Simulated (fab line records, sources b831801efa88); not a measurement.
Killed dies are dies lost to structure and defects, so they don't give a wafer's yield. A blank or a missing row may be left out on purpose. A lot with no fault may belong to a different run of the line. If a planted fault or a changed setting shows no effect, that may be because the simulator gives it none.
Commonality check across tools -- flow gf180mcu -- Sampled: 13 lots, 39 wafers

## WHAT PROMPTED THE OPENING
Of 13 lots, 2 have the reading HV_LDD_4_TW flagged at GF_HV_LDD_TW_MEAS_50. No-fault wafers: 577, standard deviation 3.
Rule: a lot is flagged in two cases, either no wafer of it has a number, or all its wafers with numbers fall more than 4 standard deviations from that mean. The rest of the lots are taken to be sound.

lot,measured,on,"HV_LDD_4_TW, wafer by wafer",flag
L340,day 12 09:01,film-metro-02,576 580 579,
L343,day 13 14:41,film-metro-03,575 573 576,
L345,day 14 06:34,film-metro-04,572 574 574,
L346,day 14 17:38,film-metro-02,579 578 575,
L351,day 16 05:10,film-metro-04,574 576 575,
L352,day 16 16:53,film-metro-04,575 577 576,
L356,day 17 21:41,film-metro-03,30 31 30,FLAGGED
L357,day 18 06:58,film-metro-02,30 30 30,FLAGGED
L358,day 18 16:35,film-metro-03,577 577 578,
L359,day 19 00:45,film-metro-03,579 579 580,
L361,day 19 17:41,film-metro-02,579 578 581,
L362,day 20 00:36,film-metro-04,573 571 572,
L363,day 20 09:04,film-metro-03,579 580 584,
Flagged lots average 30: -547 relative to the usual, that is -99 or more standard deviations.

## TOOL THAT RAN EACH LOT
Before the reading, the record contains 2 process steps out of a 602-step route. Cell contents, in order: the tool; ch with the chambers the sampled wafers went through; the start.
lot,flag,GF_HV_LDD_STRIP_37,GF_HV_LDD_STRIP_49
L340,,"plasma-asher-03 ch 0,1, day 11 13:34","plasma-asher-01 ch 0, day 12 08:54"
L343,,"plasma-asher-03 ch 0,1, day 12 18:14","plasma-asher-03 ch 0,1, day 13 14:35"
L345,,"plasma-asher-03 ch 0,1, day 13 09:40","plasma-asher-04 ch 0,1, day 14 06:28"
L346,,"plasma-asher-01 ch 0,1, day 13 20:25","plasma-asher-03 ch 0, day 14 17:31"
L351,,"plasma-asher-04 ch 0,1, day 15 06:37","plasma-asher-03 ch 0,1, day 16 05:04"
L352,,"plasma-asher-03 ch 0, day 15 17:58","plasma-asher-01 ch 0,1, day 16 16:46"
L356,FLAGGED,"plasma-asher-03 ch 0,1, day 16 21:46","plasma-asher-01 ch 0,1, day 17 21:34"
L357,FLAGGED,"plasma-asher-01 ch 0,1, day 17 06:51","plasma-asher-01 ch 0,1, day 18 06:52"
L358,,"plasma-asher-04 ch 0,1, day 17 16:38","plasma-asher-01 ch 0,1, day 18 16:29"
L359,,"plasma-asher-04 ch 0,1, day 18 00:09","plasma-asher-03 ch 0,1, day 19 00:39"
L361,,"plasma-asher-03 ch 0,1, day 18 16:38","plasma-asher-04 ch 0,1, day 19 17:37"
L362,,"plasma-asher-03 ch 0, day 18 23:15","plasma-asher-03 ch 1, day 20 00:30"
L363,,"plasma-asher-01 ch 0,1, day 19 08:42","plasma-asher-04 ch 0,1, day 20 08:58"
What is done by these steps:
- GF_HV_LDD_STRIP_37: strips in O2/N2.
- GF_HV_LDD_STRIP_49: strips in O2/N2.
- GF_HV_LDD_TW_MEAS_50

## FLAGGED AGAINST TOTAL, ONE TOOL AT A TIME (gauges that did the reading follow at the end)
step,tool,lots run,flagged,share of the flagged lots,sound lots run after its first flagged lot
GF_HV_LDD_STRIP_37,plasma-asher-01,3,1,some,1 (L363)
GF_HV_LDD_STRIP_37,plasma-asher-03,7,1,some,"2 (L361,L362)"
GF_HV_LDD_STRIP_37,plasma-asher-04,3,0,none,-
GF_HV_LDD_STRIP_49,plasma-asher-01,5,2,all,1 (L358)
GF_HV_LDD_STRIP_49,plasma-asher-03,5,0,none,-
GF_HV_LDD_STRIP_49,plasma-asher-04,3,0,none,-
GF_HV_LDD_TW_MEAS_50,film-metro-02,4,1,some,1 (L361)
GF_HV_LDD_TW_MEAS_50,film-metro-03,5,1,some,"3 (L358,L359,L363)"
GF_HV_LDD_TW_MEAS_50,film-metro-04,4,0,none,-

## WHAT THE TABLE PERMITS
Rows of the table that ran each flagged lot: 1, that is plasma-asher-01 at GF_HV_LDD_STRIP_49.
- plasma-asher-01 at GF_HV_LDD_STRIP_49 ran 5 lots, 2 of them flagged. Sound lots ran on it after the first flagged one (L358), which a lasting fault on the whole tool wouldn't allow. Its own readings (strip-time-to-endpoint-s) fall more than 4 standard deviations out on all wafers of the flagged lots.
No row of the table ran every flagged lot and no sound lot after the first.

## WHAT THE SIMULATOR HAD PUT IN
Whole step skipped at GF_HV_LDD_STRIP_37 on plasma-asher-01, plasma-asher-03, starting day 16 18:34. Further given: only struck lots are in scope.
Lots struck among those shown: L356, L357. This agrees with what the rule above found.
